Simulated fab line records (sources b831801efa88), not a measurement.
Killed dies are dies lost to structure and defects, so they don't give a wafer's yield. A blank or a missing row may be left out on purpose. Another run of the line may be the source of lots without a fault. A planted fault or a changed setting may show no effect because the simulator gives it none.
Struck lot and sound lot, side by side + flow gf180mcu + 15 steps out of a route of 602
Sound: wafers L795.2, L795.5, L795.6. Wafers struck: L786.1, L786.2, L786.6. The cause is given at the end.
Per side, at each step with rows, come the tool, then ch with its chambers, and then its first start. Under that, the readings that differ: sound wafers + struck wafers + difference of the means + sigmas: that difference in standard deviations of wafers without a fault.
alike: a reading whose means differ by less than 2 such deviations, as well as words and numbers matching on both sides. not compared: withheld readings; readings where some wafer has no value; bounds like >300 that might hide an equal value; numbers whose values overlap and for which the record gives no deviation.
Wherever a step has rows on one side only, a row that says differs or no value, or a row with sigmas, the two part there. Numbers that don't overlap but have no deviation are shown without sigmas and don't part them. Lack of a reading on every wafer of one side parts them only where that side has two or more wafers.

GF_V5_OVL_MEAS_15:
  sound on overlay-02 at day 32 23:54; struck on overlay-02 at day 30 09:32
  alike: V5_OVL
then, 1 step without rows for these wafers: GF_V5_ETCH_16 (etches BARC in N2/H2).
GF_V5_ETCH_17: etches SiO2 in C4F8/O2/Ar, stops on TiN, target depth 855 nm.
  sound on rie-diel-02 ch 2,3; struck on rie-diel-04 ch 0,1,3
  alike: oes-product-au
then, 3 steps without rows for these wafers: GF_V5_STRIP_18 (strips in O2/N2); GF_V5_STRIP_19 (strips in post etch residue remover, time 1200 s); GF_V5_CLEAN_20 (cleans in DIW).
GF_V5_SPUTTER_21: material Ti, target thk 15 nm, time 80.02 s.
  sound on pvd-sputter-02 at day 33 00:40; struck on pvd-sputter-01 at day 30 10:16
  alike: throttle-valve-pct
GF_V5_SPUTTER_22: material TiN, target thk 10 nm, time 40 s.
  sound on pvd-sputter-02 at day 33 00:44; struck on pvd-sputter-01 at day 30 10:20
  alike: throttle-valve-pct
then, 1 step without rows for these wafers: GF_V5_CVD_23 (deposits W, target thk 350 nm, time 104.9 s).
GF_V5_RS_MEAS_24: measures by four-point-probe.
  sound on film-metro-01 at day 33 00:54; struck on film-metro-03 at day 30 10:29
  alike: V5_W_RS
GF_V5_THK_MEAS_25: measures by xrf.
  sound on film-metro-01 at day 33 01:01; struck on film-metro-03 at day 30 10:36
  alike: V5_W_THK
GF_V5_CMP_26: polishes, stops on SiO2, t overpolish 15 s, target thk 0 nm.
  sound on cmp-02 ch 0,1, day 33 01:04; struck on cmp-02 ch 1,3, day 30 10:40
  alike: motor-current-A, overpolish-run-s, time-to-endpoint-s
GF_TOP_METAL_SPUTTER_00: material Ti, target thk 37.5 nm, time 150 s.
  sound on pvd-sputter-01 at day 33 01:22; struck on pvd-sputter-01 at day 30 10:58
| reading                                      | sound             | struck            | difference | sigmas |
|----------------------------------------------|-------------------|-------------------|------------|--------|
| model.Ti_of_TOP_METAL_SPUTTER_00.thk-nm (nm) | 38.34 38.22 37.63 | 39.36 39.76 39.28 | +1.40      |        |
  alike: throttle-valve-pct
GF_TOP_METAL_SPUTTER_01: material TiN, target thk 30 nm, time 25 s.
  sound on pvd-sputter-01 at day 33 01:28; struck on pvd-sputter-01 at day 30 11:04
  alike: throttle-valve-pct
GF_PASSIVATION_PROBE_99:
  only the struck wafers here have rows in the record (prober-02, day 32 01:49); the sound ones have none

== WHERE THEY PART ==
Only at GF_PASSIVATION_PROBE_99, within this record.

WHY: the cause the simulator had injected
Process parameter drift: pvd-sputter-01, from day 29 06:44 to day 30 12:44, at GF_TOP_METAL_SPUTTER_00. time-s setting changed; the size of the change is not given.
